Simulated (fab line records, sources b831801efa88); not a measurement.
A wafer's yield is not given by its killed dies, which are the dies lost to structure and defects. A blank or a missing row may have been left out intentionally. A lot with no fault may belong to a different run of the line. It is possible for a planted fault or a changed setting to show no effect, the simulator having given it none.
Which tool did it?    flow sfq_line    41 wafers from 14 lots sampled at 4 of the route's 325 steps

WHAT THE GAUGES SHOWED, per wafer
The record holds no reading of a measuring or inspecting step that can be judged against a usual standard deviation.

TOOL THAT RAN EACH LOT (tool first, then ch and the chambers of the sampled wafers, then the start)
lot   SFQ_TRILAYER_L0_BARC_OPEN_METAL_ETCH_010  SFQ_TRILAYER_I0_DEP_PECVD_027    SFQ_TRILAYER_M2_ETCH_METAL_ETCH_060  SFQ_TRILAYER_M2_STRIP_STRIP_061
L884  rie_metal-01 ch 0, day 4 03:44            pecvd-03 ch 1,2, day 11 20:28    rie_metal-04 ch 0,1, day 30 23:53    rie_metal-04 ch 0,1, day 31 00:00
L885  rie_metal-01 ch 0,1, day 4 08:32          pecvd-01 ch 0,2, day 12 01:15    rie_metal-03 ch 0, day 31 11:46      rie_metal-03 ch 0, day 31 11:53
L886  rie_metal-01 ch 0, day 4 18:59            pecvd-04 ch 0,2, day 12 12:03    rie_metal-02 ch 0,1, day 32 10:55    rie_metal-02 ch 0,1, day 32 11:03
L888  rie_metal-02 ch 1, day 5 09:23            pecvd-04 ch 1,2, day 13 08:28    rie_metal-02 ch 0,1, day 32 22:55    rie_metal-02 ch 0,1, day 32 23:03
L892  rie_metal-02 ch 0,1, day 6 06:59          pecvd-01 ch 1,2, day 15 10:59    rie_metal-03 ch 0,1, day 36 12:21    rie_metal-03 ch 0,1, day 36 12:28
L893  rie_metal-01 ch 0,1, day 6 10:35          pecvd-03 ch 0,1,2, day 15 20:35  rie_metal-04 ch 0,1, day 36 13:33    rie_metal-04 ch 0,1, day 36 13:40
L895  rie_metal-01 ch 1, day 7 02:11            pecvd-03 ch 1,2, day 16 16:52    rie_metal-04 ch 0,1, day 36 20:45    rie_metal-04 ch 0,1, day 36 20:52
L899  rie_metal-03 ch 0,1, day 8 02:11          pecvd-01 ch 0,1,2, day 17 17:59  rie_metal-04 ch 0,1, day 37 22:41    rie_metal-04 ch 0,1, day 37 22:49
L900  rie_metal-03 ch 0,1, day 8 10:35          pecvd-04 ch 1,2, day 18 02:23    rie_metal-04 ch 0,1, day 38 15:29    rie_metal-04 ch 0,1, day 38 15:37
L902  rie_metal-02 ch 0,1, day 8 22:35          pecvd-04 ch 1,2, day 18 16:55    rie_metal-04 ch 0,1, day 39 20:27    rie_metal-04 ch 0,1, day 39 20:34
L904  rie_metal-03 ch 0,1, day 9 17:04          pecvd-01 ch 0,1, day 20 01:19    rie_metal-03 ch 0,1, day 40 06:05    rie_metal-03 ch 0,1, day 40 06:22
L905  rie_metal-02 ch 0,1, day 10 00:16         pecvd-01 ch 0,2, day 20 10:23    rie_metal-03 ch 0,1, day 40 08:27    rie_metal-03 ch 0,1, day 40 08:34
L906  rie_metal-02 ch 0,1, day 10 06:16         pecvd-04 ch 0,1,2, day 20 22:10  rie_metal-04 ch 0,1, day 40 15:39    rie_metal-04 ch 0,1, day 40 15:46
L907  rie_metal-03 ch 0,1, day 10 12:16         pecvd-01 ch 0,1,2, day 21 06:34  rie_metal-02 ch 0,1, day 41 01:15    rie_metal-02 ch 0,1, day 41 01:22
- SFQ_TRILAYER_L0_BARC_OPEN_METAL_ETCH_010: etches BARC in O2, target depth 125 nm, time 41.7 s.
- SFQ_TRILAYER_I0_DEP_PECVD_027: deposits SiO2 from SiH4/N2O, time 111.11 s, target thk 500 nm.
- SFQ_TRILAYER_M2_ETCH_METAL_ETCH_060: etches Nb in Cl2/Ar, stops on SiO2, target depth 240 nm, time 120 s.
- SFQ_TRILAYER_M2_STRIP_STRIP_061: strips in O2.

WHAT THE TOOLS THEMSELVES READ (means of the sampled wafers that have a number; where no wafer has one, the mark that the record gives instead)
SFQ_TRILAYER_L0_BARC_OPEN_METAL_ETCH_010. Usual: drypump_motor_current_A 5.7 A, standard deviation 0.44; oes_product_au 0.685 a.u., standard deviation 0.0052; rf_fwd_power_W 594 W, standard deviation 3.4; run_length_s 70.1 s, standard deviation 0.37.
lot   tool          drypump_motor_current_A (A)  oes_product_au (a.u.)  rf_fwd_power_W (W)  run_length_s (s)  flag
L884  rie_metal-01  5.4                          0.690                  596                 70.4              
L885  rie_metal-01  5.4                          0.683                  596                 70.6              
L886  rie_metal-01  5.3                          0.686                  593                 70.5              
L888  rie_metal-02  6.4                          0.684                  594                 69.9              
L892  rie_metal-02  5.7                          0.685                  595                 69.7              
L893  rie_metal-01  5.4                          0.688                  596                 69.9              
L895  rie_metal-01  5.3                          0.695                  596                 69.6              
L899  rie_metal-03  5.6                          0.685                  595                 70.1              
L900  rie_metal-03  5.7                          0.684                  589                 70.4              
L902  rie_metal-02  6.1                          0.689                  596                 69.8              
L904  rie_metal-03  5.7                          0.684                  593                 70.0              
L905  rie_metal-02  5.7                          0.695                  595                 69.9              
L906  rie_metal-02  6.1                          0.684                  595                 69.9              
L907  rie_metal-03  5.7                          0.682                  592                 70.0              

SFQ_TRILAYER_I0_DEP_PECVD_027. Usual: heater_power_w 90 W, standard deviation 9; rf_fwd_power_W 182.2 W, standard deviation 0.62; throttle_valve_pct 24.5 %, standard deviation 0.96.
lot   tool      heater_power_w (W)  rf_fwd_power_W (W)  throttle_valve_pct (%)  flag
L884  pecvd-03  91                  182.6               24.3                    
L885  pecvd-01  89                  182.0               22.8                    
L886  pecvd-04  91                  181.5               24.8                    
L888  pecvd-04  84                  181.7               25.1                    
L892  pecvd-01  97                  182.5               23.1                    
L893  pecvd-03  88                  182.4               25.3                    
L895  pecvd-03  88                  182.8               24.8                    
L899  pecvd-01  91                  181.7               23.6                    
L900  pecvd-04  82                  182.0               25.5                    
L902  pecvd-04  82                  182.1               25.7                    
L904  pecvd-01  90                  182.2               24.3                    
L905  pecvd-01  94                  182.7               23.3                    
L906  pecvd-04  84                  181.8               25.1                    
L907  pecvd-01  92                  182.0               24.1                    

SFQ_TRILAYER_M2_ETCH_METAL_ETCH_060. Usual: drypump_motor_current_A 5.5 A, standard deviation 0.39; oes_product_au 0.897 a.u., standard deviation 0.0068; rf_fwd_power_W 597.4 W, standard deviation 2.4; run_length_s 148.35 s, standard deviation 0.28.
lot   tool          drypump_motor_current_A (A)  oes_product_au (a.u.)  rf_fwd_power_W (W)  run_length_s (s)  flag
L884  rie_metal-04  5.2                          0.893                  596.5               148.51            
L885  rie_metal-03  5.5                          0.899                  598.0               147.96            
L886  rie_metal-02  6.0                          0.906                  598.0               148.07            
L888  rie_metal-02  6.0                          0.896                  598.9               148.17            
L892  rie_metal-03  5.6                          0.894                  595.2               148.15            
L893  rie_metal-04  5.2                          0.899                  599.3               148.47            
L895  rie_metal-04  5.2                          0.899                  594.2               148.44            
L899  rie_metal-04  5.2                          0.893                  602.5               148.45            
L900  rie_metal-04  5.2                          0.910                  599.2               148.45            
L902  rie_metal-04  5.2                          0.897                  596.9               148.39            
L904  rie_metal-03  5.7                          0.897                  596.2               148.66            
L905  rie_metal-03  5.6                          0.893                  597.7               148.10            
L906  rie_metal-04  5.3                          0.898                  596.9               148.43            
L907  rie_metal-02  5.7                          0.903                  597.0               148.14            

SFQ_TRILAYER_M2_STRIP_STRIP_061. Usual: drypump_motor_current_A 5.5 A, standard deviation 0.39; oes_product_au 1.004 a.u., standard deviation 0.0078.
lot   tool          drypump_motor_current_A (A)  oes_product_au (a.u.)  flag
L884  rie_metal-04  5.2                          1.010                  
L885  rie_metal-03  5.5                          0.992                  
L886  rie_metal-02  6.1                          0.999                  
L888  rie_metal-02  6.0                          1.002                  
L892  rie_metal-03  5.6                          1.002                  
L893  rie_metal-04  5.2                          1.008                  
L895  rie_metal-04  5.2                          1.007                  
L899  rie_metal-04  5.2                          1.005                  
L900  rie_metal-04  5.2                          0.999                  
L902  rie_metal-04  5.2                          1.003                  
L904  rie_metal-03  5.7                          1.010                  
L905  rie_metal-03  5.6                          1.004                  
L906  rie_metal-04  5.2                          1.002                  
L907  rie_metal-02  5.7                          0.996                  

THE ANSWER, worked out from the rows above alone
Rule: a lot counts as off when the mean over its wafers that have a number is more than 3 standard deviations away from the usual mean. Also off: a lot with no number at a reading for which 4 or more lots have one. Any other lot the step has rows for is counted as sound. After the gauges, taken in route order, come the tools' own readings; for these a lot's mean is taken, as printed above. At the first step where some lot is off, the reading lying furthest off is the one used; lots without a number count as furthest.
No lot is off on any of the readings shown, so nothing can be concluded from this.

WHAT THE SIMULATOR HAD PUT IN
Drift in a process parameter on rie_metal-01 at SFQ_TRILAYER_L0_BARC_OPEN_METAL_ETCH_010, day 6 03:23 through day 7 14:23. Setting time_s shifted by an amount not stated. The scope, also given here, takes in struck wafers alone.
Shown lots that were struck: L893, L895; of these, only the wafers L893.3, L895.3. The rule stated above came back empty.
